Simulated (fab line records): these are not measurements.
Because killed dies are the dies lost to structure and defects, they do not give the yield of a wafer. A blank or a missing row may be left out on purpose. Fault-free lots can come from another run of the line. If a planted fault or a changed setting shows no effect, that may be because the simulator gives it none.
fab line records	flow sky130
record lots=6	wafers=17	last-day=50
route steps=708 shown METAL5@677 PASSIVATION@681
lots that met no fault: from a run of the same line without faults
start-h: start of the lot's first displayed wafer, in hours after the record's first day	wait-h: time in hours since the lot's previous step	" repeats the value in the row above	L1.1+2: a single row standing in for several wafers	- no value, or no start given	* or withheld: withheld	< > ~ a bound
route shown NAME@n: NAME is a module with steps in the file, n the number in the route of the first one	usual: mean and standard deviation over wafers with no fault	same: alike in all rows	chamber/n: place in a boat	sites: the reading at each site	_std_site: the standard deviation of these	_edge_site: inner sites' mean taken away from outer sites' mean	radius-mm: for every site, how far away it sits from the centre of the wafer	mask NAME#n: copy n	behind: the tool/chamber that last shaped the wafer	hold: reason for holding the lot/hours on hold/outcome of the hold	device: the n, p or np transistor that did not switch	end of line: the same wafers' tests at the end of the route	for a step that has no rows: nothing shown but its recipe	killed: count of dies lost to structure and defects at first sort (not the wafer's yield)	map: shows each die of a wafer: x if killed, . if not, _ if none is there
set.NAME: setting as actually run; set.NAME@STEP: the setting as run at that earlier step	model.NAME: the simulator's own value behind a step, which no gauge read
lots seen at some steps along the route; tables by step, rows by wafer
services: a tool's chamber out of use, with start hour (start-h, from the record's first day; less than 0 if before it), hours out, and reason
## steps
# step SKY_METAL5_STRIP_16
# recipe chemistry=O2/N2	power-w=1400	pressure-mtorr=1500	platen-temp-c=withheld	o2-flow-sccm=3000	n2-flow-sccm=300	overash-fraction=0.5
# usual drypump-motor-current-A=5.9/0.36	oes-product-au=0.710/0.0044	strip-time-to-endpoint-s=13.03/0.16
lot.wafer	tool	chamber	start-h	wait-h	drypump-motor-current-A	oes-product-au	rf-hours-counter-h	strip-time-to-endpoint-s
L267.3	plasma-asher-03	0	1093.21	0.1	5.5	0.703	-	13.12
L267.4	"	1	"	"	5.5	0.710	-	13.16
L267.6	"	1	"	"	5.6	0.712	-	13.21
L269.1	plasma-asher-03	0	1099.68	0.2	5.5	0.712	4	13.09
L269.3	"	1	"	"	5.6	0.708	-	13.11
L269.5	"	1	"	"	5.6	0.712	-	12.91
L276.2	plasma-asher-04	0	1136.93	0.2	5.9	0.705	98	13.19
L276.4	"	0	"	"	5.9	0.713	-	13.16
L278.1	plasma-asher-04	0	1139.68	0.2	5.9	0.707	98	13.11
L278.2	"	1	"	"	6.4	0.710	98	12.83
L278.5	"	0	"	"	5.9	0.706	-	12.82
L277.1	plasma-asher-02	1	1140.25	0.4	6.2	0.715	70	13.07
L277.2	"	0	"	"	5.7	0.708	70	13.08
L277.3	"	0	"	"	5.7	0.717	-	13.11
L280.2	plasma-asher-04	0	1163.86	0.2	5.9	0.703	101	12.81
L280.3	"	1	"	"	6.5	0.707	-	12.91
L280.5	"	1	"	"	6.5	0.712	-	13.22
# step SKY_METAL5_STRIP_17
# recipe chemistry=post-etch-residue-remover	time-s=1200	temp-c=72.5
# step SKY_METAL5_CLEAN_18
# recipe chemistry=IPA	time-s=180	temp-c=25
# step SKY_METAL5_CLEAN_19
# recipe chemistry=O3/DIW	dry=n2-spin
# step SKY_PASSIVATION_CVD_00
# recipe material=SiO2	target-thk-nm=90	temp-c=400	time-s=withheld	rf-w=600
# usual heater-power-w=694/96
lot.wafer	tool	chamber	start-h	wait-h	heater-power-w
L267.3	pecvd-02	1	1093.77	0.0	715
L267.4	"	2	"	"	596
L267.6	"	0	"	"	575
L269.1	pecvd-01	2	1100.27	0.0	721
L269.3	"	0	"	"	619
L269.5	"	1	"	"	753
L276.2	pecvd-04	2	1137.62	0.0	760
L276.4	"	2	"	"	782
L278.1	pecvd-04	2	1140.36	0.0	744
L278.2	"	1	"	"	861
L278.5	"	2	"	"	756
L277.1	pecvd-04	0	1140.87	0.0	761
L277.2	"	1	"	"	911
L277.3	"	2	"	"	737
L280.2	pecvd-01	0	1164.45	0.0	661
L280.3	"	1	"	"	773
L280.5	"	0	"	"	672
# step SKY_PASSIVATION_THK_MEAS_01
# recipe reads=SiO2_of_PASSIVATION_CVD_00
# usual PASSIVATION_CVD_00_THK=90.3/1.4
lot.wafer	tool	chamber	start-h	wait-h	PASSIVATION_CVD_00_THK[nm]
L267.3	film-metro-03	-	1093.81	-	88.2
L267.4	"	-	"	"	88.9
L267.6	"	-	"	"	90.7
L269.1	film-metro-01	-	1100.29	-	87.3
L269.3	"	-	"	"	89.8
L269.5	"	-	"	"	89.1
L276.2	film-metro-04	-	1137.65	-	89.5
L276.4	"	-	"	"	91.4
L278.1	film-metro-03	-	1140.38	-	89.5
L278.2	"	-	"	"	90.6
L278.5	"	-	"	"	90.3
L277.1	film-metro-03	-	1140.89	-	88.6
L277.2	"	-	"	"	91.1
L277.3	"	-	"	"	88.0
L280.2	film-metro-03	-	1164.48	-	89.9
L280.3	"	-	"	"	88.1
L280.5	"	-	"	"	91.3
# step SKY_PASSIVATION_CVD_02
# recipe material=Si3N4	target-thk-nm=540	temp-c=400	time-s=withheld	rf-w=450
# usual heater-power-w=716/80
lot.wafer	tool	chamber	start-h	wait-h	heater-power-w
L267.3	pecvd-01	1	1093.85	0.0	746
L267.4	"	1	"	"	823
L267.6	"	2	"	"	742
L269.1	pecvd-04	1	1100.35	0.1	831
L269.3	"	0	"	"	813
L269.5	"	1	"	"	883
L276.2	pecvd-02	2	1137.70	0.0	669
L276.4	"	1	"	"	726
L278.1	pecvd-02	1	1140.44	0.1	763
L278.2	"	2	"	"	571
L278.5	"	2	"	"	610
L277.1	pecvd-01	2	1140.95	0.1	744
L277.2	"	0	"	"	646
L277.3	"	1	"	"	849
L280.2	pecvd-02	0	1164.53	0.0	605
L280.3	"	2	"	"	688
L280.5	"	1	"	"	762
# step SKY_PASSIVATION_THK_MEAS_03
# recipe reads=Si3N4_of_PASSIVATION_CVD_02
# usual PASSIVATION_CVD_02_THK=542/7.1
lot.wafer	tool	chamber	start-h	wait-h	PASSIVATION_CVD_02_THK[nm]
L267.3	film-metro-03	-	1094.10	-	537
L267.4	"	-	"	"	544
L267.6	"	-	"	"	548
L269.1	film-metro-03	-	1100.58	-	536
L269.3	"	-	"	"	537
L269.5	"	-	"	"	545
L276.2	film-metro-03	-	1137.93	-	539
L276.4	"	-	"	"	546
L278.1	film-metro-01	-	1140.66	-	530
L278.2	"	-	"	"	537
L278.5	"	-	"	"	538
L277.1	film-metro-01	-	1141.18	-	541
L277.2	"	-	"	"	538
L277.3	"	-	"	"	542
L280.2	film-metro-01	-	1164.77	-	530
L280.3	"	-	"	"	530
L280.5	"	-	"	"	541
# step SKY_PASSIVATION_DEHYDRATE_04
# recipe temp-c=200	time-s=60
# step SKY_PASSIVATION_HMDS_05
# recipe prime-time-s=60	prime-temp-c=120
# step SKY_PASSIVATION_COAT_06
# recipe spin-rpm=2000	resist-thk-nm=3000
# step SKY_PASSIVATION_SOFTBAKE_07
# recipe temp-c=110	time-s=withheld
# step SKY_PASSIVATION_EXPOSE_08
# recipe mask-id=NSM	target-cd-nm=3000	na=0.57	dose-mj=260
# usual exposure-dose-mJ-cm2=260.00/0.26	focus-offset-nm=0.1/0.46
lot.wafer	tool	chamber	start-h	wait-h	mask	exposure-dose-mJ-cm2	focus-offset-nm
L267.3	iline-stepper-01	0	1103.28	-	NSM#0	260.10	0.8
L267.4	"	0	"	"	NSM#0	259.75	0.9
L267.6	"	0	"	"	NSM#0	259.99	0.8
L269.1	iline-stepper-02	0	1111.64	-	NSM#0	259.82	0.2
L269.3	"	0	"	"	NSM#0	260.22	0.8
L269.5	"	0	"	"	NSM#0	260.02	0.5
L276.2	iline-stepper-02	0	1147.31	-	NSM#0	259.82	0.4
L276.4	"	0	"	"	NSM#0	260.01	0.1
L278.1	iline-stepper-01	-	1150.85	-	NSM#0	-	-
L278.2	"	-	"	"	NSM#0	-	-
L278.5	"	-	"	"	NSM#0	-	-
L277.1	iline-stepper-02	-	1151.69	-	NSM#0	-	-
L277.2	"	-	"	"	NSM#0	-	-
L277.3	"	-	"	"	NSM#0	-	-
L280.2	iline-stepper-02	0	1174.13	-	NSM#0	259.65	0.4
L280.3	"	0	"	"	NSM#0	259.55	-0.2
L280.5	"	0	"	"	NSM#0	259.76	-0.2
# step SKY_PASSIVATION_PEB_09
# recipe temp-c=115	time-s=withheld
## services
tool	chamber	start-h	hours	kind
pecvd-04	-	1082.36	1.0	repair
plasma-asher-04	-	1091.17	0.9	repair
iline-stepper-01	-	1105.51	4.4	pm
pecvd-01	-	1109.94	1.6	repair
plasma-asher-03	-	1114.93	28.1	pm
pecvd-04	0	1116.87	5.5	scheduled-down
plasma-asher-02	-	1133.86	3.2	repair
iline-stepper-02	-	1141.77	1.7	pm
pecvd-04	1	1164.95	5.5	scheduled-down
## key
first-sign step=SKY_PASSIVATION_EXPOSE_08	reading=tool-record	direction=missing
effect none on later readings
met-at SKY_PASSIVATION_EXPOSE_08
struck-wafers L277.1,L277.2,L277.3,L278.1,L278.2,L278.5
later-rows-left-out L277.1,L277.2,L277.3,L278.1,L278.2,L278.5
sort-left-out L277.1,L277.2,L277.3,L278.1,L278.2,L278.5
onset-between 1147.31 1150.85
fault kind=skipped-step-whole	tool=iline-stepper-01,iline-stepper-02	chamber=-	onset-h=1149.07	steps=SKY_PASSIVATION_EXPOSE_08	scope=struck-lots-only
# sort-left-out: the simulated sort isn't trusted on such a fault, so these wafers' sort isn't shown, and their yield isn't known
# later-rows-left-out: the simulator's readings of these wafers behind a module that went badly wrong aren't trusted and aren't shown, but for the sort
